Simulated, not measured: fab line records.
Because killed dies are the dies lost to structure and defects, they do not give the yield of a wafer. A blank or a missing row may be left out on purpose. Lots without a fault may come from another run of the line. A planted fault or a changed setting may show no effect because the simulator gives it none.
Problem report in the 8D (eight disciplines) form, filled by code    flow sky130    the parts of the form that need people (team, actions taken, sign-off) are left out

## 1. WHAT IS WRONG
Wafers free of any fault read 10.53 nm (standard deviation 0.13) for SONOS_ONO_CVD_02_THK at SKY_SONOS_ONO_THK_MEAS_03, against a mean of 11.89 nm on 6 wafers of 2 lots. That is +10 standard deviations from the usual mean.
First observed at day 17 07:09: wafer L792.3, on film metro-03. At this step, 36 wafers from 12 lots have a number in the record. Rule for "out" (also "out of limits"): further than 4 standard deviations from the usual mean. The rest of the wafers with a number are treated as sound.

## 2. WHAT IT IS, WHAT IT ISN'T
question                     is                            is not
which readings at this step  SONOS_ONO_CVD_02_THK          -
which lots                   L792, L793                    L775, L776, L777, L779, L780, L781, L783, L785, L790, L791
which wafers of those lots   all that have a number        -
read on which gauges         film metro-03, film metro-04  film metro-01
when                         from day 17 07:09             up to then (30 sound wafers)

## 3. SUSPECTS, AND WHAT RULES EACH OUT
Counting: a tool at a process step up to the reading stays a suspect if it ran every lot that is out and no sound lot after the first of them.
- ruled out: the gauge at SKY_SONOS_ONO_THK_MEAS_03. The wafers that are out were read on 2 gauges (film metro-03, film metro-04).
- lpcvd-02 at SKY_SONOS_ONO_CVD_02 (deposits Si3N4 from DCS/NH3, target thk 10.5 nm, time 180 s): kept. Every lot that is out went through it, starting with L792 (day 17 06:05), and after that it ran no sound lot; the last sound lot it ran before then is L791 (day 16 23:31). On those wafers its own readings are out: spike tc centre C, zone power centre pct.
The count leaves lpcvd-02 at SKY_SONOS_ONO_CVD_02.

## 4. THE CAUSE (what the simulator had put in)
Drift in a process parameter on lpcvd-02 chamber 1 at SKY_SONOS_ONO_CVD_02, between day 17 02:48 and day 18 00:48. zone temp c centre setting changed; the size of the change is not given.
This tool alone remained once counting was done.

## 5. THE CHAIN OF EFFECTS, in route order
Rows list readings where the struck wafers' mean (over those with a number) sits beyond 3 standard deviations from the usual. Only readings for which the record gives a usual standard deviation are gone through. hours: the time from each lot's start at the first step in this table that gives one to its start at this step, as a median over the lots. sigmas: the change in usual standard deviations.
hours  step                       reading                usual     on struck wafers  change  sigmas
0      SKY_SONOS_ONO_CVD_02       spike tc centre C      770.2 C   784.0             +13.8   +5.7
0      SKY_SONOS_ONO_CVD_02       zone power centre pct  11.9 %    16.1              +4.2    +9.0
1      SKY_SONOS_ONO_THK_MEAS_03  SONOS_ONO_CVD_02_THK   10.53 nm  11.89             +1.36   +10
The process steps in it:
- SKY_SONOS_ONO_CVD_02: deposits Si3N4 from DCS/NH3, target thk 10.5 nm, time 180 s.

## 6. HOW IT WOULD HAVE BEEN CAUGHT EARLIER
Counted from the fault's start at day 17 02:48, it took 4 hours until the first out-of-limits reading at a measuring or inspecting step in this record, taken at day 17 07:09.
At SKY_SONOS_ONO_CVD_02, the tool's own readings (spike tc centre C, zone power centre pct) were out on each struck wafer the step has a row for, so an alarm limit on them would have fired on the first such wafer.
L793, from the lots that are out (2), started SKY_SONOS_ONO_CVD_02 on lpcvd-02 later than day 17 07:09. Had the tool been put on hold then, it would have been spared.
